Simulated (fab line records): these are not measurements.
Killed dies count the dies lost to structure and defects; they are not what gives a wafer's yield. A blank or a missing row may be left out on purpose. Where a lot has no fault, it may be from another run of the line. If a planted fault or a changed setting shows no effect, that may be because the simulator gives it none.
A single fault, viewed from 2 desks -- flow sky130 -- every desk sees just its own numbers, and what lay behind them comes last

## AT THE TOOL OWNER'S DESK: pvdSputter-04
At SKY_METAL1_SPUTTER_04 (material TiN, target thk 70 nm, time 58.3 s) the tool's own readings: per lot run on this tool, the mean of the sampled wafers that have a number. A lot is out of limits, marked OUT, if its mean lies more than 4 standard deviations from the usual mean; the brackets give that distance.
Columns: A = throttleValvePct at SKY_METAL1_SPUTTER_04, usual 30.1 %
lot,first seen here,A
L306,day 33 07:19,29.3
L309,day 35 04:47,28.6
L322,day 37 22:18,28.8
L323,day 38 10:51,29.3
This desk's verdict: no lot among the 4 shows anything out of limits.

## AT THE METROLOGY DESK
What the gauges read, lot by lot, whatever tool the lot ran on: means of the sampled wafers that have a number. A lot is out of limits, marked OUT, if its mean lies more than 4 standard deviations from the usual mean; the brackets give that distance.
Columns: A = METAL1_ALCU_THK at SKY_METAL1_THK_MEAS_06, usual 251 nm; B = VIA1_BOW at SKY_VIA1_BOW_MEAS_03, usual 80 um; C = VIA1_W_THK at SKY_VIA1_THK_MEAS_23, usual 264 nm
lot,first seen here,A,B,C
L301,day 31 14:18,254,70,260
L303,day 32 08:13,255,87,266
L304,day 32 09:07,248,72,260
L306,day 33 07:30,248,75,260
L307,day 33 14:06,256,83,255
L310,day 35 04:34,252,82,260
L309,day 35 04:57,250,86,271
L312,day 35 06:56,253,79,258
L314,day 35 21:20,252,80,269
L322,day 37 22:28,239,80,262
L323,day 38 11:01,244,78,267
This desk's verdict: no lot among the 11 shows anything out of limits.

## TAKEN TOGETHER
Nothing out of limits was seen by the tool owner's desk.
Nothing out of limits was seen by the metrology desk.

## WHAT WAS PUT IN BY THE SIMULATOR
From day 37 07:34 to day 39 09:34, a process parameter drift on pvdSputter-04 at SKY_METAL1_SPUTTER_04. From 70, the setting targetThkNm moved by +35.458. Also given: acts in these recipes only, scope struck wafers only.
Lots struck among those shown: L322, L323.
